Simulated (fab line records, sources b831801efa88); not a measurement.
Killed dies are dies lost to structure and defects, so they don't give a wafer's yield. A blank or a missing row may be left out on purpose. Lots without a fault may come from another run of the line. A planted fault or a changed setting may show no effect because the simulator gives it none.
Which tool did it? | flow gf180mcu | 6 lots, 18 wafers sampled, at 2 steps of a route of 602

WHAT THE GAUGES READ, wafer by wafer
GF_HV_LDD_RS_MEAS_53: measures by four-point-probe.
lot  | measured     | on            | HV_LDD_RS (ohm/sq)
L955 | day 13 08:02 | film_metro-01 | 417.9 419.7 418.7
L961 | day 15 08:12 | film_metro-01 | 421.5 422.1 421.2
L963 | day 16 01:21 | film_metro-01 | 417.7 417.2 416.7
L968 | day 17 17:43 | film_metro-03 | 417.6 418.9 417.0
L973 | day 19 15:14 | film_metro-04 | 417.8 417.8 418.2
L975 | day 20 04:50 | film_metro-03 | 418.5 418.6 418.4

WHICH TOOL RAN EACH LOT (tool, then ch and the chambers of the sampled wafers, then the start)
lot  | GF_HV_LDD_IMPLANT_36
L955 | implanter-04 ch 0, day 12 11:34
L961 | implanter-04 ch 0, day 14 11:55
L963 | implanter-03 ch 0, day 15 02:44
L968 | implanter-03 ch 0, day 16 18:22
L973 | implanter-03 ch 0, day 18 13:46
L975 | implanter-02 ch 0, day 19 03:26
- GF_HV_LDD_IMPLANT_36

THE ANSWER, worked out from the rows above alone
Rule: what is usual is taken from the lots themselves. Put in order of their means at a reading, lots are off if they are a third of the lots or fewer, leave a main group of 4 or more, and stand apart from it by a gap of 3 or more times the standard deviation of the main group's means; of several such gaps the widest counts. A main group whose means are all the same, to the digits that the tables above print for the reading, isn't used. A lot without any number at a reading at which 4 lots or more have one is off too. The other lots that the step has rows for count as sound.
Off: L961, at GF_HV_LDD_RS_MEAS_53 (HV_LDD_RS). The main group: mean 418.0 ohm/sq, standard deviation 0.55.
A tool fits if, at a process step before that reading, it ran every lot that is off, and no sound lot after the first of them. The gauges at GF_HV_LDD_RS_MEAS_53 are tried like those tools. One fits: implanter-04 at GF_HV_LDD_IMPLANT_36. Its last sound lot is L955 (day 12 11:34), its first lot that is off L961 (day 14 11:55): a fault that began between those two fits.

WHAT THE SIMULATOR HAD PUT IN
Process parameter drift: implanter-04, from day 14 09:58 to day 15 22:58, at GF_HV_LDD_IMPLANT_36. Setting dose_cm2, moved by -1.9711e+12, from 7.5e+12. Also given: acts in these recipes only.
Lots struck among those shown: L961. The rule above found the same.
